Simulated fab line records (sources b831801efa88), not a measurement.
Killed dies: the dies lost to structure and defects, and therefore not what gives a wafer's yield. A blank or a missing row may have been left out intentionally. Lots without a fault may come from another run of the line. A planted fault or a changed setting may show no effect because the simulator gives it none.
fab line records | flow sky130
[record] lots = 12 | wafers = 36 | last-day = 50
route steps=708 shown NWELL@77 PWDE@84 VT_ADJUST_HVTR@141 VT_ADJUST_PCH@150 PAD_OPEN@708
lots that met no fault: from a run of the same line without faults
start-h: start of the lot's first displayed wafer, in hours after the record's first day | wait-h: hours from the lot's prior step to this one | " same as the row above | L1.1+2: a row that stands for several wafers | - no value, or no start was given | * or withheld: withheld | < > ~ a bound
route shown NAME@n: names a module that has steps shown in the file, with the first one's number in the route | usual: the fault-free wafers' mean and standard deviation | same: alike in all rows | chamber/n: place in a boat | sites: per-site readings | _std_site: how widely they spread, as a standard deviation | _edge_site: mean of outer sites minus mean of inner sites | radius-mm: for every site, how far away it sits from the centre of the wafer | mask NAME#n: copy n | behind: the most recent tool/chamber to have shaped the wafer | hold: the reason the lot was held/the length of the hold in hours/how it ended | device: names the non-switching transistor (n, p or np) | end of line: the tests these same wafers got at the end of their route | a step without rows: its recipe alone | killed: dies that structure and defects cost at the first sort, which is not the same as the wafer's yield | map: per-die view of a wafer (x killed, . not killed, _ where there is no die)
set.NAME: the setting the step ran with; set.NAME@STEP: the setting that earlier step ran with | model.NAME: the simulator's own value behind a step, which no gauge read
a sample of lots followed through the steps of the route, with each step as a table and each wafer as a row
services: when a tool's chamber went out of use (start-h, in hours from the record's first day, below 0 if earlier), for how many hours, and the reason
[[steps]]
[step SKY_NWELL_IMPLANT_24]
[recipe] species = B | energy-kev = 140 | dose-cm2 = 9.2e+12 | tilt-deg = withheld
[usual] dose-ions-cm2 = 9.199e+12/1.2e+10 | end-station-pressure-torr = 5.06e-06/2.7e-07 | faraday-current-uA = 51.8/1.1
lot.wafer | tool         | chamber | start-h | wait-h | dose-ions-cm2 | end-station-pressure-torr | faraday-current-uA
L484.1    | implanter-04 | 0       | 110.97  | 0.0    | 9.188e+12     | 5.42e-06                  | 52.4
L484.3    | "            | 0       | "       | "      | 9.193e+12     | 5.18e-06                  | 51.7
L484.6    | "            | 0       | "       | "      | 9.201e+12     | 5.53e-06                  | 49.9
L485.1    | implanter-03 | 0       | 115.58  | 0.0    | 9.183e+12     | 5.68e-06                  | 52.2
L485.3    | "            | 0       | "       | "      | 9.21e+12      | 5.07e-06                  | 50.2
L485.6    | "            | 0       | "       | "      | 9.193e+12     | 4.94e-06                  | 52.0
L488.1    | implanter-03 | 0       | 135.77  | 0.0    | 9.217e+12     | 4.85e-06                  | 51.7
L488.3    | "            | 0       | "       | "      | 9.209e+12     | 5.06e-06                  | 52.5
L488.5    | "            | 0       | "       | "      | 9.227e+12     | 5.02e-06                  | 52.4
L489.1    | implanter-03 | 0       | 140.68  | 0.0    | 9.209e+12     | 4.94e-06                  | 52.5
L489.4    | "            | 0       | "       | "      | 9.201e+12     | 5.62e-06                  | 51.3
L489.5    | "            | 0       | "       | "      | 9.191e+12     | 5.05e-06                  | 53.2
L490.1    | implanter-02 | 0       | 144.43  | 0.0    | 9.216e+12     | 4.64e-06                  | 50.7
L490.2    | "            | 0       | "       | "      | 9.217e+12     | 5.22e-06                  | 53.7
L490.3    | "            | 0       | "       | "      | 9.211e+12     | 5e-06                     | 52.7
L491.2    | implanter-02 | 0       | 149.51  | 0.0    | 9.191e+12     | 5.14e-06                  | 52.1
L491.5    | "            | 0       | "       | "      | 9.199e+12     | 4.87e-06                  | 50.7
L491.6    | "            | 0       | "       | "      | 9.177e+12     | 5.14e-06                  | 51.1
L493.1    | implanter-04 | 0       | 162.48  | 0.0    | 9.192e+12     | 4.47e-06                  | 52.0
L493.2    | "            | 0       | "       | "      | 9.181e+12     | 5.22e-06                  | 51.7
L493.5    | "            | 0       | "       | "      | 9.193e+12     | 5.54e-06                  | 51.1
L494.1    | implanter-02 | 0       | 169.19  | 0.0    | 9.198e+12     | 5.2e-06                   | 51.2
L494.2    | "            | 0       | "       | "      | 9.196e+12     | 5.15e-06                  | 51.7
L494.3    | "            | 0       | "       | "      | 9.215e+12     | 4.97e-06                  | 50.5
L495.3    | implanter-03 | 0       | 172.17  | 0.1    | 9.18e+12      | 5.08e-06                  | 51.0
L495.5    | "            | 0       | "       | "      | 9.188e+12     | 5.04e-06                  | 53.6
L495.6    | "            | 0       | "       | "      | 9.21e+12      | 5.36e-06                  | 50.6
L502.2    | implanter-04 | 0       | 218.35  | 0.0    | 9.211e+12     | 4.95e-06                  | 50.8
L502.3    | "            | 0       | "       | "      | 9.206e+12     | 5.17e-06                  | 52.8
L502.5    | "            | 0       | "       | "      | 9.223e+12     | 4.74e-06                  | 51.4
L502.2    | implanter-04 | 0       | 218.66  | 0.3    | 9.197e+12     | 5.42e-06                  | 52.5
L502.3    | "            | 0       | "       | "      | 9.18e+12      | 5.16e-06                  | 53.2
L502.5    | "            | 0       | "       | "      | 9.199e+12     | 6.05e-06                  | 52.5
L503.1    | implanter-04 | 0       | 225.34  | 0.0    | 9.214e+12     | 5.62e-06                  | 51.5
L503.2    | "            | 0       | "       | "      | 9.206e+12     | 5.07e-06                  | 51.3
L503.6    | "            | 0       | "       | "      | 9.197e+12     | 5.31e-06                  | 50.9
L503.1    | implanter-04 | 0       | 225.65  | 0.3    | 9.199e+12     | 4.69e-06                  | 52.4
L503.2    | "            | 0       | "       | "      | 9.203e+12     | 5.32e-06                  | 50.7
L503.6    | "            | 0       | "       | "      | 9.212e+12     | 5.33e-06                  | 52.8
L506.2    | implanter-03 | 0       | 242.90  | 0.0    | 9.224e+12     | 5.02e-06                  | 53.8
L506.3    | "            | 0       | "       | "      | 9.211e+12     | 5.12e-06                  | 51.4
L506.5    | "            | 0       | "       | "      | 9.209e+12     | 5.37e-06                  | 55.0
[step SKY_NWELL_TW_MEAS_26]
[usual] NWELL_2_TW = 498.5/2.3
lot.wafer | tool          | chamber | start-h | wait-h | NWELL_2_TW
L484.1    | film-metro-01 | -       | 111.22  | 0.1    | 498.3
L484.3    | "             | -       | "       | "      | 497.0
L484.6    | "             | -       | "       | "      | 498.3
L485.1    | film-metro-02 | -       | 115.83  | 0.1    | 501.2
L485.3    | "             | -       | "       | "      | 497.1
L485.6    | "             | -       | "       | "      | 499.8
L488.1    | film-metro-01 | -       | 136.02  | 0.1    | 497.9
L488.3    | "             | -       | "       | "      | 499.0
L488.5    | "             | -       | "       | "      | 494.4
L489.1    | film-metro-01 | -       | 140.93  | 0.1    | 499.6
L489.4    | "             | -       | "       | "      | 493.3
L489.5    | "             | -       | "       | "      | 500.4
L490.1    | film-metro-03 | -       | 144.68  | 0.1    | 497.5
L490.2    | "             | -       | "       | "      | 498.3
L490.3    | "             | -       | "       | "      | 498.0
L491.2    | film-metro-01 | -       | 149.74  | 0.1    | 497.2
L491.5    | "             | -       | "       | "      | 498.6
L491.6    | "             | -       | "       | "      | 502.1
L493.1    | film-metro-03 | -       | 162.73  | 0.1    | 496.4
L493.2    | "             | -       | "       | "      | 497.6
L493.5    | "             | -       | "       | "      | 498.7
L494.1    | film-metro-03 | -       | 169.44  | 0.1    | 499.7
L494.2    | "             | -       | "       | "      | 496.5
L494.3    | "             | -       | "       | "      | 497.9
L495.3    | film-metro-01 | -       | 172.39  | 0.1    | 495.2
L495.5    | "             | -       | "       | "      | 500.8
L495.6    | "             | -       | "       | "      | 497.5
L502.2    | film-metro-02 | -       | 218.90  | 0.1    | 622.0
L502.3    | "             | -       | "       | "      | 622.1
L502.5    | "             | -       | "       | "      | 619.3
L503.1    | film-metro-01 | -       | 225.90  | 0.1    | 621.2
L503.2    | "             | -       | "       | "      | 622.9
L503.6    | "             | -       | "       | "      | 622.5
L506.2    | film-metro-03 | -       | 243.13  | 0.1    | 497.9
L506.3    | "             | -       | "       | "      | 498.0
L506.5    | "             | -       | "       | "      | 499.7
[step SKY_NWELL_RS_MEAS_31]
[recipe] thk-meas-gauge = four-point-probe
[usual] PWDE_RS = 5278/16
lot.wafer | tool          | chamber | start-h | wait-h | PWDE_RS[ohm/sq]
L484.1    | film-metro-03 | -       | 111.67  | 0.1    | 5281
L484.3    | "             | -       | "       | "      | 5307
L484.6    | "             | -       | "       | "      | 5297
L485.1    | film-metro-03 | -       | 116.28  | 0.1    | 5228
L485.3    | "             | -       | "       | "      | 5225
L485.6    | "             | -       | "       | "      | 5258
L488.1    | film-metro-02 | -       | 136.48  | 0.1    | 5279
L488.3    | "             | -       | "       | "      | 5287
L488.5    | "             | -       | "       | "      | 5283
L489.1    | film-metro-02 | -       | 141.38  | 0.1    | 5280
L489.4    | "             | -       | "       | "      | 5277
L489.5    | "             | -       | "       | "      | 5287
L490.1    | film-metro-01 | -       | 145.13  | 0.1    | 5256
L490.2    | "             | -       | "       | "      | 5266
L490.3    | "             | -       | "       | "      | 5281
L491.2    | film-metro-02 | -       | 150.21  | 0.1    | 5267
L491.5    | "             | -       | "       | "      | 5272
L491.6    | "             | -       | "       | "      | 5259
L493.1    | film-metro-01 | -       | 163.18  | 0.1    | 5283
L493.2    | "             | -       | "       | "      | 5288
L493.5    | "             | -       | "       | "      | 5291
L494.1    | film-metro-01 | -       | 169.89  | 0.1    | 5301
L494.2    | "             | -       | "       | "      | 5302
L494.3    | "             | -       | "       | "      | 5305
L495.3    | film-metro-01 | -       | 172.86  | 0.1    | 5259
L495.5    | "             | -       | "       | "      | 5258
L495.6    | "             | -       | "       | "      | 5282
L502.2    | film-metro-01 | -       | 219.36  | 0.1    | 5280
L502.3    | "             | -       | "       | "      | 5274
L502.5    | "             | -       | "       | "      | 5267
L503.1    | film-metro-03 | -       | 226.35  | 0.1    | 5273
L503.2    | "             | -       | "       | "      | 5273
L503.6    | "             | -       | "       | "      | 5292
L506.2    | film-metro-01 | -       | 243.69  | 0.1    | 5284
L506.3    | "             | -       | "       | "      | 5284
L506.5    | "             | -       | "       | "      | 5266
[step SKY_VT_ADJUST_HVTR_STRIP_10]
[recipe] chemistry = O2/N2 | power-w = 1400 | pressure-mtorr = 1500 | platen-temp-c = withheld | o2-flow-sccm = 3000 | n2-flow-sccm = 300 | overash-fraction = 0.5
[usual] drypump-motor-current-A = 5.7/0.5 | oes-product-au = 0.716/0.0051 | strip-time-to-endpoint-s = 14.18/0.039
lot.wafer | tool            | chamber | start-h | wait-h | drypump-motor-current-A | oes-product-au | rf-hours-counter-h | strip-time-to-endpoint-s
L484.1    | plasma-asher-02 | 1       | 211.70  | 0.1    | 5.5                     | 0.710          | 48                 | 14.19
L484.3    | "               | 0       | "       | "      | 5.2                     | 0.716          | -                  | 14.22
L484.6    | "               | 0       | "       | "      | 5.2                     | 0.715          | -                  | 14.24
L485.1    | plasma-asher-02 | 1       | 217.29  | 0.1    | 5.5                     | 0.717          | 49                 | 14.17
L485.3    | "               | 1       | "       | "      | 5.5                     | 0.720          | -                  | 14.20
L485.6    | "               | 1       | "       | "      | 5.5                     | 0.720          | -                  | 14.17
L488.1    | plasma-asher-04 | 0       | 241.76  | 0.1    | 6.3                     | 0.715          | 43                 | 14.26
L488.3    | "               | 0       | "       | "      | 6.3                     | 0.712          | -                  | 14.27
L488.5    | "               | 0       | "       | "      | 6.3                     | 0.710          | -                  | 14.22
L489.1    | plasma-asher-04 | 0       | 248.61  | 0.1    | 6.3                     | 0.726          | 44                 | 14.20
L489.4    | "               | 1       | "       | "      | 5.2                     | 0.713          | -                  | 14.18
L489.5    | "               | 1       | "       | "      | 5.2                     | 0.710          | -                  | 14.18
L490.1    | plasma-asher-02 | 1       | 251.06  | 0.1    | 5.5                     | 0.711          | 52                 | 14.24
L490.2    | "               | 0       | "       | "      | 5.2                     | 0.705          | 52                 | 14.26
L490.3    | "               | 0       | "       | "      | 5.2                     | 0.720          | -                  | 14.26
L491.2    | plasma-asher-02 | 1       | 256.14  | 0.1    | 5.5                     | 0.724          | 53                 | 14.19
L491.5    | "               | 0       | "       | "      | 5.2                     | 0.710          | -                  | 14.17
L491.6    | "               | 1       | "       | "      | 5.5                     | 0.720          | -                  | 14.16
L493.1    | plasma-asher-01 | 1       | 273.96  | 0.1    | 6.5                     | 0.719          | 16                 | 14.23
L493.2    | "               | 0       | "       | "      | 5.7                     | 0.718          | 16                 | 14.22
L493.5    | "               | 0       | "       | "      | 5.7                     | 0.723          | -                  | 14.22
L494.1    | plasma-asher-01 | 1       | 281.86  | 0.1    | 6.5                     | 0.709          | 16                 | 14.22
L494.2    | "               | 0       | "       | "      | 5.7                     | 0.722          | 16                 | 14.15
L494.3    | "               | 0       | "       | "      | 5.7                     | 0.710          | -                  | 14.18
L495.3    | plasma-asher-02 | 1       | 285.44  | 0.1    | 5.5                     | 0.716          | -                  | 14.20
L495.5    | "               | 1       | "       | "      | 5.5                     | 0.712          | -                  | 14.19
L495.6    | "               | 0       | "       | "      | 5.2                     | 0.719          | -                  | 14.21
L502.2    | plasma-asher-02 | 1       | 340.65  | 0.1    | 5.5                     | 0.720          | 61                 | 14.13
L502.3    | "               | 0       | "       | "      | 5.2                     | 0.715          | -                  | 14.08
L502.5    | "               | 0       | "       | "      | 5.2                     | 0.715          | -                  | 14.12
L503.1    | plasma-asher-02 | 0       | 349.74  | 0.1    | 5.2                     | 0.720          | 62                 | 14.15
L503.2    | "               | 1       | "       | "      | 5.5                     | 0.713          | 62                 | 14.21
L503.6    | "               | 1       | "       | "      | 5.5                     | 0.716          | -                  | 14.22
L506.2    | plasma-asher-02 | 0       | 370.51  | 0.1    | 5.2                     | 0.714          | 64                 | 14.15
L506.3    | "               | 1       | "       | "      | 5.5                     | 0.715          | -                  | 14.14
L506.5    | "               | 0       | "       | "      | 5.2                     | 0.720          | -                  | 14.15
[step SKY_VT_ADJUST_PCH_OVL_MEAS_07]
[usual] VT_ADJUST_PCH_OVL = 0.4/1.5
lot.wafer | tool       | chamber | start-h | wait-h | VT_ADJUST_PCH_OVL[nm]
L484.1    | overlay-01 | -       | 233.26  | -      | 3.2
L484.3    | "          | -       | "       | "      | 1.1
L484.6    | "          | -       | "       | "      | 2.0
L485.1    | overlay-01 | -       | 239.26  | -      | 3.4
L485.3    | "          | -       | "       | "      | 1.0
L485.6    | "          | -       | "       | "      | 2.5
L488.1    | overlay-02 | -       | 265.64  | -      | 0.2
L488.3    | "          | -       | "       | "      | -1.0
L488.5    | "          | -       | "       | "      | 0.1
L489.1    | overlay-01 | -       | 272.66  | -      | -0.2
L489.4    | "          | -       | "       | "      | -1.3
L489.5    | "          | -       | "       | "      | -0.3
L490.1    | overlay-02 | -       | 274.80  | -      | -1.5
L490.2    | "          | -       | "       | "      | -2.4
L490.3    | "          | -       | "       | "      | -1.1
L491.2    | overlay-02 | -       | 279.82  | -      | -1.6
L491.5    | "          | -       | "       | "      | 0.5
L491.6    | "          | -       | "       | "      | -1.8
L493.1    | overlay-02 | -       | 299.09  | -      | -0.7
L493.2    | "          | -       | "       | "      | 1.6
L493.5    | "          | -       | "       | "      | -0.6
L494.1    | overlay-01 | -       | 307.10  | -      | 0.2
L494.2    | "          | -       | "       | "      | -0.2
L494.3    | "          | -       | "       | "      | -0.4
L495.3    | overlay-02 | -       | 310.12  | -      | -0.4
L495.5    | "          | -       | "       | "      | -0.6
L495.6    | "          | -       | "       | "      | 0.5
L502.2    | overlay-02 | -       | 368.16  | -      | 1.4
L502.3    | "          | -       | "       | "      | -0.1
L502.5    | "          | -       | "       | "      | 0.7
L503.1    | overlay-01 | -       | 378.09  | -      | 0.1
L503.2    | "          | -       | "       | "      | 2.7
L503.6    | "          | -       | "       | "      | 3.2
L506.2    | overlay-01 | -       | 398.89  | -      | 4.3
L506.3    | "          | -       | "       | "      | 3.7
L506.5    | "          | -       | "       | "      | 2.2
[step SKY_PAD_OPEN_PROBE_99]
[usual] killed_at_M0_to_M3 = 44/6.4 | killed_at_M4_up = 3.4/2.1 | killed-at-contacts = 23/5 | killed-at-front-end = 15/4.5 | killed-at-other = 0.3/0.54 | killed-dies = 86/9.5 | killed-open = 48/6.9 | killed-short = 38/5.9
[same] gross-dies = 492 | killed-at-back-side = 0
lot.wafer | tool      | chamber | start-h | wait-h | killed_at_M0_to_M3 | killed_at_M4_up | killed-at-contacts | killed-at-front-end | killed-at-other | killed-dies | killed-open | killed-short
L488.1    | prober-02 | -       | 1121.48 | 0.1    | 38                 | 1               | 25                 | 20                  | 0               | 84          | 48          | 35
L488.3    | prober-02 | -       | 1121.58 | 0.2    | 38                 | 5               | 17                 | 19                  | 0               | 79          | 39          | 39
L488.5    | prober-02 | -       | 1121.68 | 0.2    | 51                 | 5               | 24                 | 9                   | 0               | 89          | 45          | 43
L491.2    | prober-01 | -       | 1122.20 | 0.1    | 48                 | 2               | 22                 | 17                  | 1               | 90          | 46          | 44
L491.5    | prober-01 | -       | 1122.35 | 0.2    | 40                 | 1               | 29                 | 12                  | 0               | 82          | 39          | 43
L491.6    | prober-01 | -       | 1122.40 | 0.2    | 47                 | 3               | 20                 | 6                   | 0               | 76          | 40          | 36
L493.1    | prober-01 | -       | 1133.42 | 0.1    | 51                 | 7               | 25                 | 17                  | 0               | 100         | 63          | 37
L493.2    | prober-01 | -       | 1133.47 | 0.1    | 50                 | 7               | 20                 | 24                  | 1               | 102         | 50          | 48
L493.5    | prober-01 | -       | 1133.62 | 0.2    | 43                 | 4               | 18                 | 21                  | 0               | 86          | 43          | 42
L494.1    | prober-02 | -       | 1134.41 | 0.1    | 36                 | 11              | 16                 | 12                  | 0               | 75          | 43          | 32
L494.2    | prober-02 | -       | 1134.46 | 0.1    | 45                 | 2               | 14                 | 14                  | 0               | 75          | 42          | 33
L494.3    | prober-02 | -       | 1134.51 | 0.2    | 45                 | 5               | 20                 | 14                  | 0               | 84          | 48          | 35
L495.3    | prober-01 | -       | 1140.76 | 0.2    | 51                 | 5               | 29                 | 13                  | 0               | 98          | 55          | 43
L495.5    | prober-01 | -       | 1140.86 | 0.2    | 34                 | 3               | 27                 | 25                  | 0               | 89          | 55          | 34
L495.6    | prober-01 | -       | 1140.91 | 0.2    | 29                 | 2               | 19                 | 16                  | 0               | 66          | 37          | 29
L506.2    | prober-02 | -       | 1196.46 | 0.1    | 52                 | 3               | 16                 | 14                  | 0               | 85          | 50          | 35
L506.3    | prober-02 | -       | 1196.51 | 0.2    | 42                 | 3               | 26                 | 13                  | 0               | 84          | 50          | 33
L506.5    | prober-02 | -       | 1196.61 | 0.2    | 35                 | 5               | 22                 | 19                  | 0               | 81          | 42          | 39
// killed by level:class
L488.1 VIA2:geometric-particle:open=10 CONTACT:geometric-particle:open=8 VIA3:geometric-particle:short=6 POLY_GATE:geometric-particle:open=5 LI_CONTACT:geometric-particle:open=5 CONTACT:geometric-particle:short=5 VIA1:geometric-particle:open=5 VIA3:geometric-particle:open=5
L488.3 VIA1:geometric-particle:open=7 FIELD_ISO:geometric-particle:short=6 VIA1:geometric-particle:short=6 CONTACT:geometric-particle:open=6 LI_CONTACT:geometric-particle:open=5 VIA2:geometric-particle:short=5 VIA2:geometric-particle:open=5 FIELD_ISO:geometric-particle:open=4
L488.5 VIA1:geometric-particle:open=11 VIA2:geometric-particle:open=7 VIA3:geometric-particle:open=6 LOCAL_INTERCONNECT:geometric-particle:short=6 CONTACT:geometric-particle:short=6 CONTACT:geometric-particle:open=6 METAL1:geometric-particle:short=6 METAL3:geometric-particle:short=5
L491.2 VIA1:geometric-particle:open=14 METAL2:geometric-particle:short=8 VIA3:geometric-particle:open=8 CONTACT:geometric-particle:short=7 CONTACT:geometric-particle:open=7 VIA1:geometric-particle:short=6 POLY_GATE:geometric-particle:open=5 FIELD_ISO:geometric-particle:short=3
L491.5 CONTACT:geometric-particle:open=8 LI_CONTACT:geometric-particle:open=7 LOCAL_INTERCONNECT:geometric-particle:short=6 VIA1:geometric-particle:open=6 VIA1:geometric-particle:short=5 VIA2:geometric-particle:open=5 LI_CONTACT:geometric-particle:short=5 METAL2:geometric-particle:short=5
L491.6 VIA1:geometric-particle:open=12 METAL2:geometric-particle:short=7 VIA2:geometric-particle:open=7 LOCAL_INTERCONNECT:geometric-particle:short=5 METAL1:geometric-particle:short=5 LI_CONTACT:geometric-particle:open=4 CONTACT:geometric-particle:open=4 CONTACT:geometric-particle:short=4
L493.1 VIA1:geometric-particle:open=19 LI_CONTACT:geometric-particle:open=9 METAL2:geometric-particle:short=7 CONTACT:geometric-particle:open=6 VIA3:geometric-particle:open=6 FIELD_ISO:geometric-particle:open=5 FIELD_ISO:geometric-particle:short=5 VIA2:geometric-particle:open=5
L493.2 VIA1:geometric-particle:open=13 VIA2:geometric-particle:open=8 FIELD_ISO:geometric-particle:short=7 LI_CONTACT:geometric-particle:open=6 CONTACT:geometric-particle:open=6 VIA3:geometric-particle:open=5 METAL4:geometric-particle:short=5 POLY_GATE:geometric-particle:short=4
L493.5 VIA1:geometric-particle:short=9 FIELD_ISO:geometric-particle:open=7 VIA1:geometric-particle:open=7 VIA2:geometric-particle:open=7 POLY_GATE:geometric-particle:short=5 CONTACT:geometric-particle:short=5 LI_CONTACT:geometric-particle:open=5 CONTACT:geometric-particle:open=5
L494.1 VIA1:geometric-particle:open=11 CONTACT:geometric-particle:open=9 METAL4:geometric-particle:short=8 VIA2:geometric-particle:open=6 FIELD_ISO:geometric-particle:short=3 POLY_GATE:geometric-particle:open=3 LI_CONTACT:geometric-particle:open=3 METAL1:geometric-particle:short=3
L494.2 VIA1:geometric-particle:open=10 VIA3:geometric-particle:open=9 METAL2:geometric-particle:short=8 CONTACT:geometric-particle:open=6 VIA1:geometric-particle:short=6 POLY_GATE:geometric-particle:open=5 VIA2:geometric-particle:open=5 FIELD_ISO:geometric-particle:short=3
L494.3 METAL2:geometric-particle:short=9 VIA3:geometric-particle:open=9 CONTACT:geometric-particle:open=7 VIA2:geometric-particle:open=6 LI_CONTACT:geometric-particle:open=5 LOCAL_INTERCONNECT:geometric-particle:short=5 VIA1:geometric-particle:open=5 METAL1:geometric-particle:short=4
L495.3 VIA1:geometric-particle:open=13 LI_CONTACT:geometric-particle:open=9 CONTACT:geometric-particle:open=9 VIA1:geometric-particle:short=7 VIA3:geometric-particle:open=6 VIA2:geometric-particle:open=6 FIELD_ISO:geometric-particle:short=5 CONTACT:geometric-particle:short=5
L495.5 LI_CONTACT:geometric-particle:open=11 VIA1:geometric-particle:open=10 FIELD_ISO:geometric-particle:open=8 FIELD_ISO:geometric-particle:short=7 CONTACT:geometric-particle:open=6 VIA3:geometric-particle:open=6 VIA2:geometric-particle:short=4 VIA2:geometric-particle:open=4
L495.6 LI_CONTACT:geometric-particle:open=8 POLY_GATE:geometric-particle:short=7 CONTACT:geometric-particle:open=7 VIA1:geometric-particle:open=7 METAL1:geometric-particle:short=5 FIELD_ISO:geometric-particle:open=3 LI_CONTACT:geometric-particle:short=3 METAL3:geometric-particle:short=3
L506.2 VIA1:geometric-particle:open=16 LI_CONTACT:geometric-particle:open=8 POLY_GATE:geometric-particle:open=6 CONTACT:geometric-particle:open=6 METAL1:geometric-particle:short=6 METAL3:geometric-particle:short=6 METAL2:geometric-particle:short=5 VIA1:geometric-particle:short=4
L506.3 VIA1:geometric-particle:open=13 CONTACT:geometric-particle:open=11 VIA2:geometric-particle:open=7 LI_CONTACT:geometric-particle:open=6 FIELD_ISO:geometric-particle:open=5 POLY_GATE:geometric-particle:open=4 LOCAL_INTERCONNECT:geometric-particle:short=4 METAL1:geometric-particle:short=4
L506.5 VIA1:geometric-particle:open=9 CONTACT:geometric-particle:open=8 LI_CONTACT:geometric-particle:open=6 FIELD_ISO:geometric-particle:open=5 POLY_GATE:geometric-particle:open=5 VIA1:geometric-particle:short=5 METAL2:geometric-particle:short=5 METAL1:geometric-particle:short=4
[[services]]
tool            | chamber | start-h | hours | kind
plasma-asher-01 | -       | 108.75  | 9.0   | pm
plasma-asher-01 | 0       | 108.75  | 9.0   | vent-cycle
plasma-asher-01 | 1       | 108.75  | 9.0   | vent-cycle
plasma-asher-01 | 0       | 117.75  | -     | clean
plasma-asher-01 | 1       | 117.75  | -     | clean
plasma-asher-02 | -       | 126.81  | 15.6  | pm
implanter-04    | -       | 149.88  | 2.0   | repair
plasma-asher-02 | -       | 157.61  | 2.8   | pm
plasma-asher-02 | -       | 160.36  | 28.1  | pm
implanter-04    | -       | 198.79  | 11.5  | repair
plasma-asher-02 | -       | 213.69  | 0.7   | repair
implanter-03    | -       | 244.74  | 3.1   | pm
implanter-04    | -       | 251.89  | 2.5   | pm
plasma-asher-01 | -       | 260.32  | 4.6   | repair
implanter-04    | -       | 301.44  | 1.8   | repair
implanter-03    | -       | 306.10  | 1.7   | repair
implanter-04    | -       | 307.50  | 2.7   | repair
implanter-04    | -       | 316.35  | 9.9   | repair
implanter-03    | -       | 329.01  | 2.9   | pm
implanter-02    | -       | 348.72  | 10.2  | pm
[[key]]
[first-sign] step = SKY_NWELL_IMPLANT_24 | reading = visit | direction = added
[effect] step = SKY_NWELL_TW_MEAS_26 | reading = NWELL_2_TW | direction = up | sigmas = 54 | usual = 498.5 | struck = 621.7
met-at SKY_NWELL_IMPLANT_24
struck-lots L502,L503
tester-left-out L502,L503
not-acting-at SKY_NWELL_RS_MEAS_31,SKY_VT_ADJUST_HVTR_STRIP_10,SKY_VT_ADJUST_PCH_OVL_MEAS_07
[fault] kind = repeated-step-whole | tool = implanter-02,implanter-03,implanter-04 | chamber = - | onset-h = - | steps = SKY_NWELL_IMPLANT_24 | times = 1 | scope = struck-lots-only
// tester-left-out: of these lots the tester's yield and bins aren't shown, on N5 and GAA mostly nor the transistor test; their killed dies are dies lost to structure and defects alone, not to doping, threshold or leakage, so they don't give the yield
